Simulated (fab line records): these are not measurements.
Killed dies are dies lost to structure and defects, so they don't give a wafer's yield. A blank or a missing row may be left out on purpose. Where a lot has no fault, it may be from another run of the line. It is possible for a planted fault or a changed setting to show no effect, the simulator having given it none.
2 desks, one fault ; flow sky130 ; each desk holds nothing but its own numbers, with what lay behind them at the end

METROLOGY DESK
Lot by lot, what the gauges showed, no matter which tool ran the lot: averages of those sampled wafers that carry a number. Marked OUT: a lot whose mean sits more than 4 standard deviations from the usual mean, which makes it out of limits; the brackets give that distance.
Columns: A = CONTACT_CVD_00_THK at SKY_CONTACT_THK_MEAS_01, usual 74.9 nm; B = cd_nm at SKY_METAL1_CD_MEAS_15, usual 139.5 nm
lot;first seen here;A;B
L302;day 31 06:21;75.9;138.9
L308;day 33 10:53;75.3;138.5
L309;day 33 11:10;73.8;139.3
L310;day 34 02:12;73.0;140.4
L311;day 34 09:15;75.9;137.4
L312;day 34 14:10;74.4;139.7
L314;day 35 00:01;75.4;141.6
L316;day 35 21:44;74.6;140.3
L318;day 36 09:37;74.8;140.8
L319;day 36 14:28;74.3;139.2
L320;day 36 23:14;74.7;140.5
L321;day 37 08:02;75.2;137.9
Result from this desk: across the 12 lots, nothing is out of limits.

FOR THE TOOL OWNER'S DESK: hdpcvd-02
The tool's own readings at SKY_VIA1_HDPCVD_00 (deposits SiO2, target thk 1030 nm, time 171.7 s): means of the sampled wafers that have a number, for each lot that ran on this tool. Marked OUT: a lot whose mean sits more than 4 standard deviations from the usual mean, which makes it out of limits; the brackets give that distance.
Columns: A = pressure_mtorr at SKY_VIA1_HDPCVD_00, usual 6.000 mTorr; B = run_length_s at SKY_VIA1_HDPCVD_00, usual 199.6 s
lot;first seen here;A;B
L308;day 35 18:52;6.009;199.6
L312;day 36 21:23;5.999;199.5
L314;day 37 07:36;6.006;199.6
L318;day 38 15:10;6.002;199.7
Result from this desk: across the 4 lots, nothing is out of limits.

TAKEN TOGETHER
Nothing out of limits was seen by the metrology desk.
The desk of the tool owner found nothing out of limits.

WHAT HAD BEEN PUT IN BY THE SIMULATOR
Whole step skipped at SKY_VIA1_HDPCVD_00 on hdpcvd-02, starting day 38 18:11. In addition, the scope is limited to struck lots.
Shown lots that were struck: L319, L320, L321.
